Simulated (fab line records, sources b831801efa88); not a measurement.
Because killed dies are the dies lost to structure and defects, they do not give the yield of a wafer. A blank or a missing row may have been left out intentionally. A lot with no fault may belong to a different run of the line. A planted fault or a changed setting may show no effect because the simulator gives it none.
A lot that was struck, set against a sound lot -- flow sky130 -- 18 steps out of a route of 708
Sound: the wafers L886.1, L886.5, L886.6. The struck wafers were L887.2, L887.4, L887.5. The cause is named last.
For every step that has rows: the tool of each side, followed by ch and its chambers, followed by its first start. Under that, the readings that differ: sound wafers -- struck wafers -- difference of the means -- sigmas: that difference in standard deviations of wafers without a fault.
alike: a reading whose means differ by less than 2 such deviations, as well as words and numbers matching on both sides. not compared: withheld readings; readings where some wafer has no value; bounds like >300 that might hide an equal value; numbers whose values overlap and for which the record gives no deviation.
Wherever a step has rows on one side only, a row that says differs or no value, or a row with sigmas, the two part there. When numbers do not overlap yet have no deviation, they are printed without sigmas and do not part them. A reading that every wafer of one side lacks parts them only if that side has two wafers or more.

first, 9 steps without rows for these wafers: SKY_CAPM_CLEAN_17 (cleans in O3/DIW); SKY_METAL3_DEHYDRATE_05 (time 60 s); SKY_METAL3_HMDS_06 (prime time 60 s); SKY_METAL3_COAT_07 (resist thk 60 nm); SKY_METAL3_COAT_08 (resist thk 1140 nm); SKY_METAL3_SOFTBAKE_09 (time 90 s); SKY_METAL3_EXPOSE_10 (exposes mask MM3, target cd 300 nm); SKY_METAL3_PEB_11; SKY_METAL3_DEVELOP_12 (develop time 60 s).
SKY_METAL3_CD_MEAS_13: the cd target is 300 nm.
  struck on cd_sem-02, day 39 03:01; sound on cd_sem-02, day 39 00:13
  alike: cd_nm
SKY_METAL3_OVL_MEAS_14:
  struck on overlay-02, day 39 03:07; sound on overlay-02, day 39 00:20
  alike: METAL3_OVL
SKY_METAL3_DESCUM_15: chemistry O2, time 8 s.
  sound on rie_metal-02 ch 0,1, day 39 00:22; struck on rie_metal-02 ch 0,1, day 39 03:09
  alike: drypump_motor_current_A, oes_product_au
  not compared: rf_hours_counter_h
SKY_METAL3_ETCH_16: etches BARC in N2/H2, stops on SiO2, time 88.2 s, target depth 60 nm.
  sound on rie_metal-02 ch 0,1, day 39 00:25; struck on rie_metal-02 ch 0,1, day 39 03:11
  no value came back on the struck wafers for any of 5 readings (bias_w (W), chamber_pressure_mTorr (mTorr) and others); on the sound wafers bias_w (W) reads 100.09 100.14 99.69
reading,sound,struck,difference,sigmas
model.KrF-thick_of_METAL3_COAT_08.thk_nm (nm),1086 1087 1084,1130 1131 1130,+45,
  not compared: rf_hours_counter_h
SKY_METAL3_ETCH_17: etches SiO2 in C4F8/O2/Ar, stops on TiN, time 3.9 s, target depth 15 nm.
  sound on rie_diel-01 ch 0,1, day 39 00:30; struck on rie_diel-04 ch 1,3, day 39 03:17
reading,sound,struck,difference,sigmas
oes_product_au (a.u.),0.751 0.759 0.759,0.374 0.373 0.382,-0.380,-49
  alike: bias_w, chamber_pressure_mTorr
  not compared: rf_hours_counter_h
SKY_METAL3_METAL_ETCH_18: etches the open film in Cl2/BCl3, stops on SiO2, target depth 845 nm, time 183.1 s.
  sound on rie_metal-03 ch 0,1, day 39 00:31; struck on rie_metal-03 ch 0, day 39 03:18
reading,sound,struck,difference,sigmas
oes_product_au (a.u.),0.860 0.869 0.865,0.379 0.371 0.368,-0.492,-78
model.KrF-thick_of_METAL3_COAT_08.thk_nm (nm),549.9 528.4 548.2,598.3 600.1 596.6,+56.2,
  alike: bcl3_flow_sccm, bias_w, drypump_motor_current_A, mfc_cl2_sccm, throttle_valve_pct
  not compared: rf_hours_counter_h
SKY_METAL3_STRIP_19: strips in O2/N2.
  sound on plasma_asher-01 ch 0,1, day 39 00:42; struck on plasma_asher-03 ch 0,1, day 39 03:29
reading,sound,struck,difference,sigmas
oes_product_au (a.u.),0.521 0.500 0.513,0.533 0.528 0.533,+0.020,+3
strip_time_to_endpoint_s (s),6.76 6.54 6.75,7.23 7.27 7.23,+0.56,+5
  alike: drypump_motor_current_A
  not compared: rf_hours_counter_h
then, 1 step without rows for these wafers: SKY_METAL3_STRIP_20 (strips in post etch residue remover, time 1200 s).
-- the record jumps here: 7 days lie between the struck wafers' starts before and after (it left off in module METAL3 and takes up again in module PAD_OPEN, whose first step shown is number 708 of the route) --
SKY_PAD_OPEN_PROBE_99:
  struck on prober-01, day 46 05:50; sound on prober-02, day 46 02:17
reading,sound,struck,difference,sigmas
defect_limited_yield (%),84.8 82.3 84.3,0 0 0,-84,-44
killed_at_M0_to_M3,35 42 44,450 447 450,+409,+56
killed_at_other,1 0 0,2 3 0,+1,+2
killed_dies,75 87 77,492 492 492,+412,+45
killed_on_rim,17 19 14,96 96 96,+79,+23
sort_bin_5_function (%),9.8 12.6 10.6,95.5 94.5 93.5,+83.5,+56
sort_n_pass,417 405 415,0 0 0,-412,-45
sort_yield_pct (%),84.8 82.3 84.3,0 0 0,-84,-44
  alike: killed_at_M4_up, killed_at_contacts, killed_at_front_end, killed_open, killed_short, sort_bin_3_pad_short, sort_bin_6_memory

## WHERE THEY PART
Last at SKY_PAD_OPEN_PROBE_99 as far as this record goes, first at SKY_METAL3_ETCH_16.

WHY: whatever the simulator had introduced
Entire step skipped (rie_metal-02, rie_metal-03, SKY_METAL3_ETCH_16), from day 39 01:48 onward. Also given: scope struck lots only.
